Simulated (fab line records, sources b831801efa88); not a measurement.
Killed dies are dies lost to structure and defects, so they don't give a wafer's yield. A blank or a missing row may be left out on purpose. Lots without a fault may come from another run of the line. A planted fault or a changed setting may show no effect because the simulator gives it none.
Which tool did it? | flow sky130 | 12 lots, 36 wafers sampled, at 5 steps of a route of 708

WHAT THE GAUGES READ, wafer by wafer
The record holds no reading of a measuring or inspecting step that can be judged against a usual standard deviation.

WHICH TOOL RAN EACH LOT (tool, then ch and the chambers of the sampled wafers, then the start)
lot  | SKY_METAL2_SPUTTER_03        | SKY_VIA2_SPUTTER_20          | SKY_METAL3_STRIP_19                  | SKY_VIA3_CMP_24               | SKY_PAD_OPEN_PROBE_99
L612 | pvd_sputter-03, day 33 23:58 | pvd_sputter-02, day 36 07:41 | plasma_asher-02 ch 0,1, day 38 13:16 | cmp-01 ch 0,1, day 39 16:32   | -
L613 | pvd_sputter-03, day 34 15:10 | pvd_sputter-04, day 36 21:58 | plasma_asher-04 ch 0,1, day 39 02:48 | cmp-01 ch 0,2,3, day 40 05:57 | prober-01, day 46 01:54
L614 | pvd_sputter-01, day 34 17:59 | pvd_sputter-04, day 37 00:23 | plasma_asher-04 ch 0,1, day 39 05:06 | cmp-02 ch 0,1,3, day 40 08:32 | -
L615 | pvd_sputter-01, day 35 02:11 | pvd_sputter-04, day 37 08:40 | plasma_asher-02 ch 0,1, day 39 14:07 | cmp-01 ch 0,1,2, day 40 17:35 | prober-01, day 46 16:27
L616 | pvd_sputter-01, day 35 04:50 | pvd_sputter-01, day 37 11:33 | plasma_asher-02 ch 0,1, day 39 16:25 | cmp-01 ch 0,1, day 40 19:46   | -
L617 | pvd_sputter-03, day 36 01:41 | pvd_sputter-04, day 38 07:01 | plasma_asher-03 ch 0,1, day 40 10:57 | cmp-01 ch 0,2, day 41 13:32   | prober-02, day 47 07:27
L621 | pvd_sputter-02, day 37 03:14 | pvd_sputter-04, day 39 08:53 | plasma_asher-04 ch 0,1, day 41 12:37 | cmp-01 ch 0,1,2, day 42 14:51 | prober-01, day 48 04:01
L625 | pvd_sputter-03, day 38 11:13 | pvd_sputter-01, day 40 15:14 | plasma_asher-04 ch 0,1, day 42 17:10 | cmp-02 ch 0,1,3, day 43 19:31 | prober-01, day 49 05:11
L628 | pvd_sputter-02, day 39 08:17 | pvd_sputter-04, day 41 12:00 | plasma_asher-03 ch 0,1, day 43 11:58 | cmp-01 ch 2,3, day 44 12:02   | prober-02, day 49 16:52
L626 | pvd_sputter-02, day 39 11:40 | pvd_sputter-01, day 41 14:54 | plasma_asher-03 ch 0,1, day 43 15:22 | cmp-01 ch 1,2,3, day 44 16:29 | prober-01, day 49 19:46
L633 | pvd_sputter-01, day 40 17:20 | pvd_sputter-01, day 42 20:06 | plasma_asher-02 ch 0,1, day 44 19:46 | cmp-01 ch 2,3, day 45 20:38   | -
L634 | pvd_sputter-02, day 41 14:10 | pvd_sputter-04, day 43 15:05 | plasma_asher-04 ch 0,1, day 45 14:04 | cmp-01 ch 1,2,3, day 46 13:29 | -
- SKY_METAL2_SPUTTER_03: material Ti, target thk 5 nm, time 3.3 s.
- SKY_VIA2_SPUTTER_20: material TiN, target thk 20 nm, time 80 s.
- SKY_METAL3_STRIP_19: strips in O2/N2.
- SKY_VIA3_CMP_24: polishes, stops on SiO2, t overpolish 20 s, target thk 0 nm.
- SKY_PAD_OPEN_PROBE_99

WHAT THE TOOLS THEMSELVES READ (means of the sampled wafers that have a number; where no wafer has one, the mark that the record gives instead)
SKY_METAL2_SPUTTER_03.
lot  | tool           | throttle_valve_pct (%)
L612 | pvd_sputter-03 | 30.8
L613 | pvd_sputter-03 | 30.4
L614 | pvd_sputter-01 | 29.4
L615 | pvd_sputter-01 | 28.6
L616 | pvd_sputter-01 | 28.5
L617 | pvd_sputter-03 | 30.0
L621 | pvd_sputter-02 | 28.9
L625 | pvd_sputter-03 | 30.5
L628 | pvd_sputter-02 | 28.3
L626 | pvd_sputter-02 | 29.0
L633 | pvd_sputter-01 | 29.4
L634 | pvd_sputter-02 | 30.0

SKY_VIA2_SPUTTER_20.
lot  | tool           | throttle_valve_pct (%)
L612 | pvd_sputter-02 | 29.8
L613 | pvd_sputter-04 | 30.7
L614 | pvd_sputter-04 | 30.4
L615 | pvd_sputter-04 | 29.9
L616 | pvd_sputter-01 | 30.2
L617 | pvd_sputter-04 | 30.0
L621 | pvd_sputter-04 | 29.9
L625 | pvd_sputter-01 | 29.2
L628 | pvd_sputter-04 | 30.5
L626 | pvd_sputter-01 | 30.2
L633 | pvd_sputter-01 | 28.6
L634 | pvd_sputter-04 | 30.0

SKY_METAL3_STRIP_19.
lot  | tool            | drypump_motor_current_A (A) | oes_product_au (a.u.) | strip_time_to_endpoint_s (s)
L612 | plasma_asher-02 | 5.48                        | 0.506                 | 6.59
L613 | plasma_asher-04 | 5.98                        | 0.500                 | 6.48
L614 | plasma_asher-04 | 5.96                        | 0.509                 | 6.59
L615 | plasma_asher-02 | 5.41                        | 0.509                 | 6.64
L616 | plasma_asher-02 | 5.48                        | 0.504                 | 6.59
L617 | plasma_asher-03 | 5.58                        | 0.508                 | 6.57
L621 | plasma_asher-04 | 6.00                        | 0.507                 | 6.57
L625 | plasma_asher-04 | 5.82                        | 0.503                 | 6.59
L628 | plasma_asher-03 | 5.45                        | 0.502                 | 6.50
L626 | plasma_asher-03 | 5.60                        | 0.508                 | 6.60
L633 | plasma_asher-02 | 5.50                        | 0.503                 | 6.55
L634 | plasma_asher-04 | 5.98                        | 0.500                 | 6.49

SKY_VIA3_CMP_24.
lot  | tool   | motor_current_A (A) | overpolish_run_s (s) | time_to_endpoint_s (s)
L612 | cmp-01 | 10.7                | 20.002               | 94
L613 | cmp-01 | 10.5                | 20.011               | 94
L614 | cmp-02 | 10.1                | 20.007               | 91
L615 | cmp-01 | 10.8                | 20.002               | 91
L616 | cmp-01 | 11.3                | 19.997               | 96
L617 | cmp-01 | 10.1                | 20.013               | 96
L621 | cmp-01 | 10.8                | 19.999               | 93
L625 | cmp-02 | 9.9                 | 19.997               | 96
L628 | cmp-01 | 10.2                | 20.008               | 89
L626 | cmp-01 | 10.8                | 19.996               | 92
L633 | cmp-01 | 10.4                | 20.003               | 90
L634 | cmp-01 | 10.7                | 19.999               | 93

SKY_PAD_OPEN_PROBE_99.
lot  | tool      | defect_limited_yield (%) | killed_at_M0_to_M3 | killed_at_M4_up | killed_at_contacts | killed_at_front_end | killed_at_other | killed_dies | killed_on_rim | killed_open | killed_short | sort_bin_3_pad_short (%) | sort_bin_5_function (%) | sort_bin_6_memory (%) | sort_n_pass | sort_yield_pct (%)
L613 | prober-01 | 80.4                     | 50                 | 6.3             | 24                 | 16                  | 0.0             | 96          | 16            | 55          | 41           | 0.9                      | 10.6                    | 8.0                   | 396         | 80.4
L615 | prober-01 | 84.1                     | 38                 | 2.7             | 22                 | 15                  | 0.3             | 78          | 18            | 37          | 41           | 1.3                      | 9.3                     | 5.3                   | 414         | 84.1
L617 | prober-02 | 83.9                     | 47                 | 3.7             | 17                 | 11                  | 0.0             | 79          | 18            | 41          | 38           | 1.2                      | 9.1                     | 5.8                   | 413         | 83.9
L621 | prober-01 | 83.7                     | 39                 | 1.7             | 29                 | 11                  | 0.0             | 80          | 17            | 45          | 34           | 0.5                      | 9.6                     | 6.2                   | 412         | 83.7
L625 | prober-01 | 65.0                     | 135                | 2.3             | 21                 | 15                  | 0.0             | 172         | 35            | 44          | 30           | 2.3                      | 22.6                    | 10.1                  | 320         | 65.0
L628 | prober-02 | 82.7                     | 41                 | 3.7             | 20                 | 20                  | 0.7             | 85          | 19            | 43          | 42           | 0.6                      | 10.2                    | 6.5                   | 407         | 82.7
L626 | prober-01 | 83.2                     | 45                 | 3.0             | 24                 | 11                  | 0.0             | 83          | 16            | 45          | 37           | 0.7                      | 9.6                     | 6.6                   | 409         | 83.2

THE ANSWER, worked out from the rows above alone
Rule: what is usual is taken from the lots themselves. Put in order of their means at a reading, lots are off if they are a third of the lots or fewer, leave a main group of 4 or more, and stand apart from it by a gap of 3 or more times the standard deviation of the main group's means; of several such gaps the widest counts. A main group whose means are all the same, to the digits that the tables above print for the reading, isn't used. A lot without any number at a reading at which 4 lots or more have one is off too. The other lots that the step has rows for count as sound. The gauges are gone through in route order, then the tools' own readings, and for those a lot's mean is taken as printed above. The first step at which some lot is off is used, and at that step the reading that is off furthest; a lot without a number counts as furthest.
Off: L625, at SKY_PAD_OPEN_PROBE_99 (sort_bin_5_function). The main group: mean 9.7 %, standard deviation 0.52. Neither off nor sound, because the step has no rows for them: L612, L614, L616, L633, L634.
A tool fits if, at that step or a process step before it, it ran every lot that is off, and no sound lot after the first of them. Can't be told from this: 3 tools fit, pvd_sputter-03 at SKY_METAL2_SPUTTER_03, plasma_asher-04 at SKY_METAL3_STRIP_19, cmp-02 at SKY_VIA3_CMP_24.

WHAT THE SIMULATOR HAD PUT IN
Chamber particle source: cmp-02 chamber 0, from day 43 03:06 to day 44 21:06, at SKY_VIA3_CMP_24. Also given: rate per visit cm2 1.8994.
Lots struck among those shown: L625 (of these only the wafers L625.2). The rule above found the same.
